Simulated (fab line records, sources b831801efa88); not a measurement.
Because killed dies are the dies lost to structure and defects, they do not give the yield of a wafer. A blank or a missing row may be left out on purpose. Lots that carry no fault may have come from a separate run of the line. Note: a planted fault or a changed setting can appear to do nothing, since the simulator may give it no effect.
The same fault as seen by 2 desks | flow gf180mcu | every desk sees just its own numbers, and what lay behind them comes last

## TOOL OWNER'S DESK, implanter-04
For each lot that ran on this tool, the mean over its sampled wafers that have a number, from the tool's own readings at GF_NWELL_IMPLANT_08. The brackets show how far a lot's mean lies from the usual mean; more than 4 standard deviations puts the lot out of limits, marked OUT.
Columns: A = beam_energy_keV at GF_NWELL_IMPLANT_08, usual 450.00; B = dose_ions_cm2 at GF_NWELL_IMPLANT_08, usual 1.5e+13
lot  | first seen here | A                        | B
L855 | day 3 14:47     | 449.83                   | 1.5e+13
L857 | day 4 01:19     | 450.03                   | 1.5e+13
L858 | day 4 06:29     | 449.90                   | 1.5e+13
L860 | day 4 16:34     | 449.85                   | 1.5e+13
L866 | day 6 00:31     | 469.24 (+99 or more) OUT | 1.5e+13
L869 | day 6 15:22     | 469.02 (+99 or more) OUT | 1.5e+13
This desk's finding: out of limits on L866, L869; first on L866, day 6 00:31 (beam_energy_keV at GF_NWELL_IMPLANT_08). L855, L857, L858, L860 stayed within limits.

## AT THE METROLOGY DESK
Means of the sampled wafers that have a number, per lot and without regard to the tool the lot ran on: this is what the gauges read. The brackets show how far a lot's mean lies from the usual mean; more than 4 standard deviations puts the lot out of limits, marked OUT.
Columns: A = MVSD_OVL at GF_MVSD_OVL_MEAS_07, usual -0.3 nm; B = VT_IMPLANT_02_OVL at GF_VT_IMPLANT_OVL_MEAS_29, usual -0.2 nm; C = POLY_GATE_OXIDATION_THK at GF_POLY_GATE_THK_MEAS_17, usual 4.02 nm
lot  | first seen here | A    | B    | C
L854 | day 4 12:16     | 0.7  | -1.7 | 4.07
L855 | day 4 18:13     | -2.7 | 0.3  | 3.95
L856 | day 5 00:16     | -0.2 | -0.3 | 4.02
L857 | day 5 06:01     | 0.8  | -0.2 | 3.90
L858 | day 5 10:41     | 1.6  | 0.4  | 4.08
L859 | day 5 16:37     | -0.2 | -1.3 | 4.08
L860 | day 5 21:46     | 1.7  | 0.3  | 3.99
L864 | day 6 19:31     | -2.6 | -1.2 | 4.04
L866 | day 7 05:43     | 0.4  | 0.8  | 4.14
L868 | day 7 17:46     | -0.3 | 0.4  | 4.12
L869 | day 7 22:52     | 1.2  | 0.5  | 4.01
L875 | day 9 14:34     | 0.1  | -1.3 | 4.06
L876 | day 10 01:04    | 1.1  | 0.0  | 4.02
L877 | day 10 02:22    | 0.1  | -0.2 | 3.95
This desk's verdict: no lot among the 14 shows anything out of limits.

## ALL TOGETHER
On L866, L869, at day 6 00:31, an alarm was possible from the tool owner's desk.
At the metrology desk, nothing out of limits was observed.
The metrology desk holds a record of L866, L869, inside its limits.
GF_NWELL_IMPLANT_08 was run on implanter-04 by each of the lots named.

## WHAT THE SIMULATOR PUT IN
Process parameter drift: implanter-04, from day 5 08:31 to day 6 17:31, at GF_NWELL_IMPLANT_08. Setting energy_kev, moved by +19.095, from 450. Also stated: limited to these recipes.
Lots struck among those shown: L866, L869.
Delay in hours, fault start to first out-of-limits reading, by desk: the tool owner's desk at 16.
